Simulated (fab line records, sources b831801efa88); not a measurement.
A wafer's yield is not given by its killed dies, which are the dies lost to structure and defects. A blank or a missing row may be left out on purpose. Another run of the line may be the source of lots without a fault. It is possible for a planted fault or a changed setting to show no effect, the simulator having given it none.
The tool behind it: which one?	flow sky130	Sampling: 12 lots, 36 wafers, 3 of 708 route steps

== WHAT EACH GAUGE READ, for each wafer ==
SKY_VIA3_OVL_MEAS_13. Usual: VIA3_OVL typically reads -4 nm, with standard deviation 5.1.
lot	measured	on	VIA3_OVL (nm)	flag
L199	day 39 13:40	overlay-01	-12 -11 -9	
L200	day 39 16:37	overlay-02	0 0 -1	
L201	day 39 17:32	overlay-02	-14 -6 -15	
L203	day 41 07:05	overlay-01	10 5 5	
L205	day 43 11:52	overlay-01	-7 1 -2	
L206	day 43 15:32	overlay-01	3 -2 -2	
L210	day 43 16:28	overlay-02	0 -5 -5	
L212	day 43 18:26	overlay-01	-6 -2 0	
L214	day 43 19:26	overlay-01	-3 -2 4	
L215	day 44 06:23	overlay-01	-11 -5 -16	
L218	day 44 20:41	overlay-01	-1 -3 -3	
L222	day 46 11:59	overlay-01	-3 -4 0	

== TOOL THAT RAN EACH LOT (tool first, then ch and the chambers of the sampled wafers, then the start) ==
lot	SKY_METAL3_ETCH_16	SKY_VIA3_CMP_02
L199	rie-metal-03 ch 0,1, day 38 10:27	cmp-02 ch 0,1,3, day 38 11:40
L200	rie-metal-03 ch 0,1, day 38 12:52	cmp-02 ch 0,2,3, day 38 14:04
L201	rie-metal-03 ch 0,1, day 38 14:09	cmp-02 ch 0,2, day 38 15:19
L203	rie-metal-04 ch 0,1, day 40 05:23	cmp-01 ch 0,1,3, day 40 06:41
L205	rie-metal-02 ch 0,1, day 42 11:05	cmp-01 ch 0,1,2, day 42 12:16
L206	rie-metal-02 ch 0,1, day 42 14:08	cmp-01 ch 0,2,3, day 42 15:17
L210	rie-metal-02 ch 0,1, day 42 15:14	cmp-01 ch 0,3, day 42 16:22
L212	rie-metal-04 ch 0,1, day 42 16:32	cmp-02 ch 2,3, day 42 17:53
L214	rie-metal-03 ch 0,1, day 42 17:50	cmp-01 ch 0,1,2, day 42 18:57
L215	rie-metal-03 ch 0,1, day 43 06:53	cmp-02 ch 0,1,3, day 43 08:04
L218	rie-metal-03 ch 0,1, day 43 21:53	cmp-02 ch 0,1,2, day 43 23:02
L222	rie-metal-04 ch 0,1, day 45 13:08	cmp-01 ch 0,1,2, day 45 14:32
- SKY_METAL3_ETCH_16: etches BARC in N2/H2, stops on SiO2, time 88.2 s, target depth 60 nm.
- SKY_VIA3_CMP_02: polishes SiO2.

== WHAT THE TOOLS THEMSELVES READ (means of the sampled wafers that have a number; where no wafer has one, the mark that the record gives instead) ==
SKY_METAL3_ETCH_16. Usual: drypump-motor-current-A 5.9 A, standard deviation 0.48; oes-product-au 0.625 a.u., standard deviation 0.005; throttle-valve-pct 13.205 %, standard deviation 0.009.
lot	tool	drypump-motor-current-A (A)	oes-product-au (a.u.)	throttle-valve-pct (%)	flag
L199	rie-metal-03	6.0	0.628	13.211	
L200	rie-metal-03	6.0	0.623	13.204	
L201	rie-metal-03	6.0	0.620	13.195	
L203	rie-metal-04	5.2	0.621	13.203	
L205	rie-metal-02	6.2	0.623	13.198	
L206	rie-metal-02	5.8	0.627	13.208	
L210	rie-metal-02	5.8	0.623	13.201	
L212	rie-metal-04	5.2	0.624	13.206	
L214	rie-metal-03	6.0	0.623	13.209	
L215	rie-metal-03	6.0	0.624	13.199	
L218	rie-metal-03	6.0	0.619	13.203	
L222	rie-metal-04	5.6	0.625	13.204	

SKY_VIA3_CMP_02. Usual: motor-current-A 11.5 A, standard deviation 0.73; slurry-filter-dp-kPa 13.49 kPa, standard deviation 0.12.
lot	tool	motor-current-A (A)	slurry-filter-dp-kPa (kPa)	flag
L199	cmp-02	11.7	13.53	
L200	cmp-02	10.8	13.62	
L201	cmp-02	10.9	13.52	
L203	cmp-01	12.1	13.43	
L205	cmp-01	11.6	13.52	
L206	cmp-01	11.7	13.44	
L210	cmp-01	11.5	13.39	
L212	cmp-02	11.2	13.51	
L214	cmp-01	12.4	13.44	
L215	cmp-02	11.6	13.44	
L218	cmp-02	11.3	13.50	
L222	cmp-01	11.8	13.57	

== THE ANSWER, worked out from the rows above alone ==
Rule: take the mean of a lot's wafers that have a number; if it is more than 3 standard deviations from the usual mean, the lot is off. A lot without any number at a reading at which 4 lots or more have one is off too. All remaining lots with rows at the step are treated as sound. First the gauges in route order, then the tools' own readings, where a lot's mean is used as printed above. The first step at which some lot is off is used, and at that step the reading that is off furthest; a lot without a number counts as furthest.
No lot is off on any of the readings shown, so nothing can be concluded from this.

== WHAT HAD BEEN PUT IN BY THE SIMULATOR ==
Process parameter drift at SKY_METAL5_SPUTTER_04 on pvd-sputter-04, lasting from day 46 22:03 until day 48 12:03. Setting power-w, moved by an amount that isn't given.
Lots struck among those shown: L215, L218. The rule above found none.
